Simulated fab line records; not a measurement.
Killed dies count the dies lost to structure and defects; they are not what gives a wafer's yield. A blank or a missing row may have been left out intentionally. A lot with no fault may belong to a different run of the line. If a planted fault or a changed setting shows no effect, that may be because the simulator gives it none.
The tool behind it: which one? / flow sky130 / Sampling: 13 lots, 39 wafers, 4 of 708 route steps

== WHAT EACH GAUGE READ, for each wafer ==
SKY_SD_P_TW_MEAS_11.
lot=L178; measured=day 25 13:55; on=film metro-01; SD_P_TW=2806 2781 2810
lot=L179; measured=day 26 07:57; on=film metro-04; SD_P_TW=2777 2778 2762
lot=L181; measured=day 27 00:43; on=film metro-01; SD_P_TW=2815 2796 2812
lot=L180; measured=day 27 02:18; on=film metro-01; SD_P_TW=2801 2811 2794
lot=L182; measured=day 27 10:47; on=film metro-02; SD_P_TW=2801 2807 2806
lot=L189; measured=day 30 19:19; on=film metro-04; SD_P_TW=3000 2981 2999
lot=L191; measured=day 30 20:48; on=film metro-02; SD_P_TW=3008 2997 2994
lot=L195; measured=day 31 08:22; on=film metro-04; SD_P_TW=2823 2828 2831
lot=L196; measured=day 31 23:06; on=film metro-04; SD_P_TW=2845 2839 2839
lot=L197; measured=day 31 23:44; on=film metro-04; SD_P_TW=2836 2842 2833
lot=L199; measured=day 32 15:27; on=film metro-04; SD_P_TW=2828 2814 2808
lot=L198; measured=day 32 16:29; on=film metro-01; SD_P_TW=2803 2818 2810
lot=L201; measured=day 33 07:31; on=film metro-04; SD_P_TW=2835 2848 2844

SKY_SD_N_RS_MEAS_17: a four-point-probe measurement.
lot=L178; measured=day 27 23:38; on=film metro-04; SD_P_RS (ohm/sq)=147.4 147.9 147.3
lot=L179; measured=day 28 18:40; on=film metro-04; SD_P_RS (ohm/sq)=146.4 147.1 146.4
lot=L181; measured=day 29 09:00; on=film metro-04; SD_P_RS (ohm/sq)=146.9 147.0 146.6
lot=L180; measured=day 29 11:07; on=film metro-04; SD_P_RS (ohm/sq)=147.7 147.1 147.0
lot=L182; measured=day 29 19:41; on=film metro-02; SD_P_RS (ohm/sq)=147.0 146.8 146.7
lot=L189; measured=day 33 01:57; on=film metro-04; SD_P_RS (ohm/sq)=142.2 141.8 142.0
lot=L191; measured=day 33 04:13; on=film metro-04; SD_P_RS (ohm/sq)=142.1 142.2 142.1
lot=L195; measured=day 33 13:12; on=film metro-04; SD_P_RS (ohm/sq)=147.1 146.7 146.8
lot=L196; measured=day 34 04:35; on=film metro-01; SD_P_RS (ohm/sq)=147.0 147.1 147.3
lot=L197; measured=day 34 06:18; on=film metro-02; SD_P_RS (ohm/sq)=147.1 147.5 147.7
lot=L199; measured=day 34 20:46; on=film metro-04; SD_P_RS (ohm/sq)=147.1 147.6 147.0
lot=L198; measured=day 34 22:06; on=film metro-04; SD_P_RS (ohm/sq)=147.5 146.9 146.6
lot=L201; measured=day 35 13:50; on=film metro-01; SD_P_RS (ohm/sq)=147.2 147.2 146.7

== WHAT TOOL EACH LOT RAN ON (gives the tool, then ch and the chambers of the sampled wafers, and finally the start) ==
lot=L178; SKY_SD_P_IMPLANT_09=implanter-01 ch 0, day 25 13:42; SKY_SD_P_STRIP_10=plasma asher-04 ch 0,1, day 25 13:50
lot=L179; SKY_SD_P_IMPLANT_09=implanter-01 ch 0, day 26 07:42; SKY_SD_P_STRIP_10=plasma asher-01 ch 0,1, day 26 07:51
lot=L181; SKY_SD_P_IMPLANT_09=implanter-03 ch 0, day 27 00:30; SKY_SD_P_STRIP_10=plasma asher-02 ch 0,1, day 27 00:38
lot=L180; SKY_SD_P_IMPLANT_09=implanter-03 ch 0, day 27 02:03; SKY_SD_P_STRIP_10=plasma asher-02 ch 0,1, day 27 02:12
lot=L182; SKY_SD_P_IMPLANT_09=implanter-01 ch 0, day 27 10:34; SKY_SD_P_STRIP_10=plasma asher-01 ch 0,1, day 27 10:41
lot=L189; SKY_SD_P_IMPLANT_09=implanter-02 ch 0, day 30 19:06; SKY_SD_P_STRIP_10=plasma asher-02 ch 0,1, day 30 19:14
lot=L191; SKY_SD_P_IMPLANT_09=implanter-02 ch 0, day 30 20:33; SKY_SD_P_STRIP_10=plasma asher-01 ch 0,1, day 30 20:42
lot=L195; SKY_SD_P_IMPLANT_09=implanter-03 ch 0, day 31 08:09; SKY_SD_P_STRIP_10=plasma asher-02 ch 0,1, day 31 08:17
lot=L196; SKY_SD_P_IMPLANT_09=implanter-01 ch 0, day 31 22:53; SKY_SD_P_STRIP_10=plasma asher-02 ch 0,1, day 31 23:01
lot=L197; SKY_SD_P_IMPLANT_09=implanter-03 ch 0, day 31 23:29; SKY_SD_P_STRIP_10=plasma asher-02 ch 0,1, day 31 23:38
lot=L199; SKY_SD_P_IMPLANT_09=implanter-03 ch 0, day 32 15:12; SKY_SD_P_STRIP_10=plasma asher-02 ch 1, day 32 15:21
lot=L198; SKY_SD_P_IMPLANT_09=implanter-03 ch 0, day 32 16:14; SKY_SD_P_STRIP_10=plasma asher-01 ch 0,1, day 32 16:23
lot=L201; SKY_SD_P_IMPLANT_09=implanter-01 ch 0, day 33 07:18; SKY_SD_P_STRIP_10=plasma asher-01 ch 0,1, day 33 07:25
- SKY_SD_P_IMPLANT_09
- SKY_SD_P_STRIP_10: strips in O2/N2.

== AS READ BY THE TOOLS THEMSELVES (means over the sampled wafers that have a number; for cases with no such wafer, the mark the record gives instead) ==
SKY_SD_P_IMPLANT_09.
lot=L178; tool=implanter-01; beam on s (s)=15.3; dose ions cm2=3e+15
lot=L179; tool=implanter-01; beam on s (s)=14.8; dose ions cm2=3e+15
lot=L181; tool=implanter-03; beam on s (s)=13.8; dose ions cm2=3e+15
lot=L180; tool=implanter-03; beam on s (s)=13.5; dose ions cm2=3e+15
lot=L182; tool=implanter-01; beam on s (s)=14.9; dose ions cm2=3e+15
lot=L189; tool=implanter-02; beam on s (s)=25.9; dose ions cm2=4e+15
lot=L191; tool=implanter-02; beam on s (s)=26.3; dose ions cm2=4e+15
lot=L195; tool=implanter-03; beam on s (s)=13.9; dose ions cm2=3e+15
lot=L196; tool=implanter-01; beam on s (s)=15.1; dose ions cm2=3e+15
lot=L197; tool=implanter-03; beam on s (s)=13.6; dose ions cm2=3e+15
lot=L199; tool=implanter-03; beam on s (s)=13.7; dose ions cm2=3e+15
lot=L198; tool=implanter-03; beam on s (s)=13.9; dose ions cm2=3e+15
lot=L201; tool=implanter-01; beam on s (s)=15.0; dose ions cm2=3e+15

SKY_SD_P_STRIP_10.
lot=L178; tool=plasma asher-04; drypump motor current A (A)=5.64; oes product au (a.u.)=0.622; strip time to endpoint s (s)=17.57
lot=L179; tool=plasma asher-01; drypump motor current A (A)=5.96; oes product au (a.u.)=0.618; strip time to endpoint s (s)=17.48
lot=L181; tool=plasma asher-02; drypump motor current A (A)=5.61; oes product au (a.u.)=0.617; strip time to endpoint s (s)=17.49
lot=L180; tool=plasma asher-02; drypump motor current A (A)=5.62; oes product au (a.u.)=0.614; strip time to endpoint s (s)=17.47
lot=L182; tool=plasma asher-01; drypump motor current A (A)=5.96; oes product au (a.u.)=0.619; strip time to endpoint s (s)=17.49
lot=L189; tool=plasma asher-02; drypump motor current A (A)=5.69; oes product au (a.u.)=0.593; strip time to endpoint s (s)=18.26
lot=L191; tool=plasma asher-01; drypump motor current A (A)=5.97; oes product au (a.u.)=0.600; strip time to endpoint s (s)=18.25
lot=L195; tool=plasma asher-02; drypump motor current A (A)=5.71; oes product au (a.u.)=0.619; strip time to endpoint s (s)=17.51
lot=L196; tool=plasma asher-02; drypump motor current A (A)=5.71; oes product au (a.u.)=0.616; strip time to endpoint s (s)=17.48
lot=L197; tool=plasma asher-02; drypump motor current A (A)=5.69; oes product au (a.u.)=0.618; strip time to endpoint s (s)=17.52
lot=L199; tool=plasma asher-02; drypump motor current A (A)=5.54; oes product au (a.u.)=0.618; strip time to endpoint s (s)=17.54
lot=L198; tool=plasma asher-01; drypump motor current A (A)=5.95; oes product au (a.u.)=0.616; strip time to endpoint s (s)=17.55
lot=L201; tool=plasma asher-01; drypump motor current A (A)=5.98; oes product au (a.u.)=0.615; strip time to endpoint s (s)=17.52

== THE ANSWER, worked out from the rows above alone ==
Rule: usual is defined by the lots themselves. The widest of any qualifying gaps counts: lots, ordered by their means at a reading, are off when they make up no more than a third of the lots, leave a main group of 4 or more, and stand apart from it by 3 or more times the standard deviation of that group's means. A main group is skipped when, at the precision printed for the reading in the tables above, its means are all equal. A lot without any number at a reading at which 4 lots or more have one is off too. The other lots that the step has rows for count as sound. The gauges are gone through in route order, then the tools' own readings, and for those a lot's mean is taken as printed above. At the first step where some lot is off, the reading lying furthest off is the one used; lots without a number count as furthest.
Off: L189, L191, seen at SKY_SD_P_TW_MEAS_11 (SD_P_TW). For the main group the mean is 2815 and the standard deviation 20.
If a tool, at a process step before that reading, ran all the lots that are off and no sound lot after the first of them, it fits. Not tried: the gauges at SKY_SD_P_TW_MEAS_11; whatever is off there is also off at SKY_SD_P_IMPLANT_09, on other tools, and gauge error can't account for it. One candidate fits, namely implanter-02 at SKY_SD_P_IMPLANT_09. It ran no sound lot before its first lot that is off in this sample, so the start can't be narrowed down.
The tool's own readings at SKY_SD_P_IMPLANT_09 bear it out: on the lots that are off they differ by more than 5 times the standard deviation of the sound lots' means. beam on s reads 26.1 s there against 14.3 s on the sound lots; dose ions cm2 reads 4e+15 there against 3e+15 on the sound lots.

== WHAT THE SIMULATOR HAD PUT IN ==
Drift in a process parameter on implanter-02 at SKY_SD_P_IMPLANT_09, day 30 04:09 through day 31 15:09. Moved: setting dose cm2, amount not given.
Lots struck among those shown: L189, L191. This agrees with what the rule above found.
